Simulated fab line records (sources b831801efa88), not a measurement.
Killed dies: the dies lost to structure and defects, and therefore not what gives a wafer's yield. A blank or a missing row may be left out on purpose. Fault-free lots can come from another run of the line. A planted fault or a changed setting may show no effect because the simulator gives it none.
Which tool was responsible? :: flow gf180mcu :: 18 wafers from 6 lots sampled at 3 of the route's 602 steps

== WHAT THE GAUGES SHOWED, per wafer ==
GF_V3_CD_MEAS_14: target cd 260 nm.
lot: L315
measured: day 23 01:49
on: cd sem-02
cd nm (nm): 260.3 260.3 260.5

lot: L319
measured: day 24 03:18
on: cd sem-01
cd nm (nm): 262.3 261.5 261.8

lot: L322
measured: day 25 10:18
on: cd sem-01
cd nm (nm): 258.0 258.5 258.6

lot: L324
measured: day 26 05:35
on: cd sem-01
cd nm (nm): 258.1 257.8 257.7

lot: L330
measured: day 27 16:52
on: cd sem-02
cd nm (nm): 260.6 259.3 258.7

lot: L335
measured: day 29 07:20
on: cd sem-01
cd nm (nm): 259.4 260.8 261.2

== TOOL THAT RAN EACH LOT (tool first, then ch and the chambers of the sampled wafers, then the start) ==
lot: L315
GF_LVPWELL_IMPLANT_09: implanter-04 ch 0, day 4 06:27
GF_V2_CMP_26: cmp-01 ch 0,1,3, day 21 01:39

lot: L319
GF_LVPWELL_IMPLANT_09: implanter-01 ch 0, day 5 01:56
GF_V2_CMP_26: cmp-02 ch 0,2,3, day 22 03:07

lot: L322
GF_LVPWELL_IMPLANT_09: implanter-01 ch 0, day 5 20:22
GF_V2_CMP_26: cmp-02 ch 0,1, day 23 13:01

lot: L324
GF_LVPWELL_IMPLANT_09: implanter-01 ch 0, day 6 07:16
GF_V2_CMP_26: cmp-02 ch 0,1,2, day 24 09:05

lot: L330
GF_LVPWELL_IMPLANT_09: implanter-04 ch 0, day 7 12:41
GF_V2_CMP_26: cmp-02 ch 0,1,2, day 25 22:00

lot: L335
GF_LVPWELL_IMPLANT_09: implanter-01 ch 0, day 8 19:04
GF_V2_CMP_26: cmp-01 ch 0,1,2, day 27 13:03
- GF_LVPWELL_IMPLANT_09
- GF_V2_CMP_26: polishes, stops on SiO2, t overpolish 15 s, target thk 0 nm.

== THE ANSWER, worked out from the rows above alone ==
Rule: what is usual is taken from the lots themselves. The widest of any qualifying gaps counts: lots, ordered by their means at a reading, are off when they make up no more than a third of the lots, leave a main group of 4 or more, and stand apart from it by 3 or more times the standard deviation of that group's means. If all means in a main group match to the digits the tables above print for the reading, that group is not used. Also off: a lot with no number at a reading for which 4 or more lots have one. The other lots that the step has rows for count as sound.
Nothing can be told from this: no lot is off at any reading shown.

== WHAT HAD BEEN PUT IN BY THE SIMULATOR ==
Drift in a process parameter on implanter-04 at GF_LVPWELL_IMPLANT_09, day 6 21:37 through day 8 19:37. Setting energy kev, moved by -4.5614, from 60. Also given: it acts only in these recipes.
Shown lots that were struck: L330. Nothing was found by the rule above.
